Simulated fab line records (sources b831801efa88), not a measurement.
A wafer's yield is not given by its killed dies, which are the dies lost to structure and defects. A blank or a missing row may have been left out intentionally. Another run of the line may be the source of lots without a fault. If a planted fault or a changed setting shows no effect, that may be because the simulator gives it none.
A lot that was struck, set against a sound lot || flow sky130 || 15 steps out of a route of 708
Sound: these wafers, L346.2, L346.3, L346.4. Wafers struck: L357.2, L357.6. The cause is named last.
Each step with rows lists, per side, the tool, then ch with its chambers, then its first start. Under that, the readings that differ: sound wafers || struck wafers || difference of the means || sigmas: that difference in standard deviations of wafers without a fault.
alike: readings whose means differ by less than 2 such deviations, and words and numbers that are the same on both sides. not compared: withheld readings, readings that some wafer has no value for, bounds like >300 that may hide the same value, and numbers for which the record gives no deviation and whose values overlap.
A row with sigmas, a row that says differs or no value, or rows on one side alone: a step with any of these is where the two part. Numbers that don't overlap but have no deviation are shown without sigmas and don't part them. A reading that every wafer of one side lacks parts them only if that side has two wafers or more.

SKY_METAL1_STRIP_20: strips in O2/N2.
  sound on plasma-asher-01 ch 0,1, day 32 20:19; struck on plasma-asher-01 ch 0,1, day 36 21:13
{"reading": "strip-time-to-endpoint-s (s)", "sound": "2.71 2.71 2.64", "struck": "2.77 2.76", "difference": "+0.08", "sigmas": "+2"}
  alike: drypump-motor-current-A, n2-flow-sccm, o2-flow-sccm, oes-product-au
  not compared: rf-hours-counter-h
then, 4 steps without rows for these wafers: SKY_METAL1_STRIP_21 (strips in post etch residue remover, time 1200 s); SKY_METAL1_CLEAN_22 (cleans in IPA, time 180 s); SKY_METAL1_CLEAN_23 (cleans in O3/DIW); SKY_VIA1_HDPCVD_00 (deposits SiO2, target thk 1030 nm, time 171.7 s).
SKY_VIA1_THK_MEAS_01:
  struck on film-metro-04, day 36 22:05; sound on film-metro-04, day 32 21:04
  alike: VIA1_HDPCVD_THK
SKY_VIA1_CMP_02: polishes SiO2.
  sound on cmp-02 ch 0,1,2, day 32 21:10; struck on cmp-02 ch 0,2, day 36 22:14
  alike: motor-current-A, platen-rpm
SKY_VIA1_BOW_MEAS_03:
  struck on film-metro-04, day 36 22:27; sound on film-metro-04, day 32 21:26
  alike: VIA1_BOW
then, 4 steps without rows for these wafers: SKY_VIA1_DEHYDRATE_04 (time 60 s); SKY_VIA1_HMDS_05 (prime time 60 s); SKY_VIA1_COAT_06 (resist thk 60 nm); SKY_VIA1_COAT_07 (resist thk 450 nm).
SKY_VIA1_SOFTBAKE_08: time 90 s.
  sound on litho-track-01 ch 0, day 33 10:00; struck on litho-track-04 ch 0, day 37 11:00
{"reading": "heater-power-total-W (W)", "sound": "57.41 57.15 57.36", "struck": "63.67 63.86", "difference": "+6.46", "sigmas": "+59"}
{"reading": "run-length-s (s)", "sound": "119.16 118.90 119.12", "struck": "94.39 94.50", "difference": -24.62, "sigmas": "-99 or more"}
then, 1 step without rows for these wafers: SKY_VIA1_EXPOSE_09 (exposes mask VIM, target cd 150 nm).
-- the record jumps here: 11 days lie between the struck wafers' starts before and after (it left off in module VIA1 and takes up again in module PAD_OPEN, whose first step shown is number 708 of the route) --
SKY_PAD_OPEN_PROBE_99:
  struck on prober-01, day 48 20:26; sound on prober-01, day 45 17:30
  alike: defect-limited-yield, killed_at_M0_to_M3, killed_at_M4_up, killed-at-contacts, killed-at-front-end, killed-at-other, killed-dies, killed-open, killed-short, sort_bin_3_pad_short, sort_bin_5_function, sort_bin_6_memory, sort-n-pass, sort-yield-pct

WHERE THEY PART
Last at SKY_VIA1_SOFTBAKE_08 as far as this record goes, first at SKY_METAL1_STRIP_20. Later steps at which nothing parts them and some readings are alike: SKY_PAD_OPEN_PROBE_99.

WHY: what the simulator had put in
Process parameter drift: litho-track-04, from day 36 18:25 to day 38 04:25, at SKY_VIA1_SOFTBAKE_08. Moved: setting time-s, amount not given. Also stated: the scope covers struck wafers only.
